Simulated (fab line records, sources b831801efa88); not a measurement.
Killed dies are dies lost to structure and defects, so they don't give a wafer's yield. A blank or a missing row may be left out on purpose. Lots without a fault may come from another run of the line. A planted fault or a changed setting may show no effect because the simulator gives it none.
Chamber matching | flow sky130 | SKY_LI_CONTACT_CMP_24 on cmp-01: 4 sister chambers
The step polishes, stops on PSG, t overpolish 20 s, target thk 0 nm. 48 wafers are shown with their chamber, then 12 later ones without.

WAFERS WITH THEIR CHAMBER
wafer  | chamber | motor_current_A (A) | overpolish_run_s (s) | time_to_endpoint_s (s)
L074.1 | 1       | 11.2                | 20.008               | 103
L074.5 | 1       | 10.7                | 20.010               | 103
L074.6 | 2       | 11.3                | 20.005               | 101
L074.2 | 2       | 11.0                | 20.007               | 96
L074.3 | 3       | 10.5                | 20.026               | 105
L074.4 | 0       | 11.7                | 20.000               | 98
L075.2 | 3       | 11.2                | 20.011               | 95
L075.4 | 1       | 10.7                | 20.000               | 94
L075.5 | 3       | 11.4                | 20.009               | 97
L076.3 | 2       | 10.9                | 19.990               | 96
L076.4 | 3       | 11.6                | 19.986               | 94
L076.5 | 2       | 11.6                | 19.994               | 95
L076.1 | 0       | 10.9                | 20.007               | 97
L076.2 | 1       | 11.4                | 20.000               | 95
L076.6 | 3       | 11.3                | 20.020               | 98
L079.2 | 0       | 11.2                | 19.997               | 99
L079.3 | 1       | 10.7                | 20.000               | 95
L079.4 | 3       | 11.3                | 20.012               | 100
L079.1 | 2       | 11.3                | 20.013               | 98
L079.5 | 1       | 11.1                | 20.014               | 100
L079.6 | 0       | 11.2                | 20.004               | 99
L080.1 | 0       | 11.5                | 19.997               | 96
L080.5 | 0       | 11.0                | 20.005               | 97
L080.6 | 3       | 10.5                | 19.985               | 100
L078.1 | 0       | 11.3                | 19.987               | 103
L078.3 | 2       | 11.4                | 19.980               | 99
L078.6 | 0       | 11.5                | 19.993               | 97
L078.2 | 1       | 10.7                | 19.997               | 93
L078.4 | 3       | 10.8                | 20.005               | 97
L078.5 | 1       | 10.8                | 20.011               | 100
L082.1 | 1       | 10.7                | 19.991               | 100
L082.2 | 2       | 11.8                | 20.016               | 104
L082.4 | 3       | 10.9                | 19.993               | 100
L082.3 | 0       | 11.8                | 20.004               | 100
L082.5 | 0       | 10.8                | 19.994               | 95
L082.6 | 3       | 11.2                | 20.003               | 101
L083.2 | 1       | 10.9                | 20.005               | 96
L083.4 | 3       | 10.9                | 19.993               | 100
L083.6 | 2       | 11.9                | 20.006               | 97
L084.1 | 1       | 10.8                | 20.005               | 92
L084.5 | 1       | 10.0                | 20.002               | 96
L084.6 | 0       | 11.4                | 20.006               | 98
L085.2 | 1       | 10.4                | 19.995               | 100
L085.4 | 0       | 12.0                | 19.997               | 96
L085.5 | 2       | 10.9                | 19.986               | 97
L089.1 | 1       | 10.6                | 19.988               | 96
L089.5 | 2       | 11.8                | 19.991               | 95
L089.6 | 1       | 10.8                | 20.000               | 99

SIGNATURES (means of the wafers above)
reading            | chamber 0 | chamber 1 | chamber 2 | chamber 3 | scatter within a chamber
motor_current_A    | 11.358    | 10.767    | 11.390    | 11.055    | 0.355
overpolish_run_s   | 19.99925  | 20.00173  | 19.99880  | 20.00391  | 0.00989
time_to_endpoint_s | 97.92     | 97.47     | 97.80     | 98.82     | 2.97
Rule: a wafer's distance from a chamber is the root of the sum, over the readings, of the square of ((its reading less the chamber's mean) divided by the reading's scatter). The wafer belongs to the nearest chamber; if the next one is less than 2 further off, it can't be placed. The scatter: the root of (the sum of the squares of (reading less its chamber's mean) over the shown wafers, divided by (wafers less chambers)).

WAFERS WITHOUT THEIR CHAMBER
wafer  | motor_current_A (A) | overpolish_run_s (s) | time_to_endpoint_s (s)
L090.1 | 10.6                | 20.009               | 94
L090.3 | 11.3                | 20.003               | 95
L090.6 | 11.0                | 19.997               | 95
L093.1 | 11.4                | 20.008               | 93
L093.2 | 11.3                | 20.005               | 93
L093.4 | 10.5                | 20.008               | 89
L094.1 | 10.3                | 20.002               | 96
L094.4 | 11.5                | 19.993               | 92
L094.5 | 10.8                | 20.003               | 96
L096.2 | 11.8                | 20.000               | 95
L096.4 | 10.8                | 19.981               | 95
L096.5 | 10.3                | 19.997               | 96

WHICH CHAMBER EACH WENT THROUGH
wafer  | from the rows above               | in truth
L090.1 | can't be placed: 1 or 3 or 0 or 2 | 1
L090.3 | can't be placed: 2 or 0 or 3 or 1 | 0
L090.6 | can't be placed: 1 or 0 or 2 or 3 | 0
L093.1 | can't be placed: 2 or 0 or 3 or 1 | 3
L093.2 | can't be placed: 2 or 0 or 3 or 1 | 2
L093.4 | can't be placed: 1 or 3 or 0 or 2 | 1
L094.1 | can't be placed: 1 or 3 or 0 or 2 | 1
L094.4 | can't be placed: 2 or 0 or 3 or 1 | 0
L094.5 | can't be placed: 1 or 3 or 0 or 2 | 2
L096.2 | can't be placed: 2 or 0 or 3 or 1 | 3
L096.4 | can't be placed: 1 or 0 or 2 or 3 | 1
L096.5 | can't be placed: 1 or 3 or 0 or 2 | 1
Placed correctly: 0 of 12. Can't be placed from these rows: 12 (the true chamber is among the candidates in 12). Placed wrongly: 0.
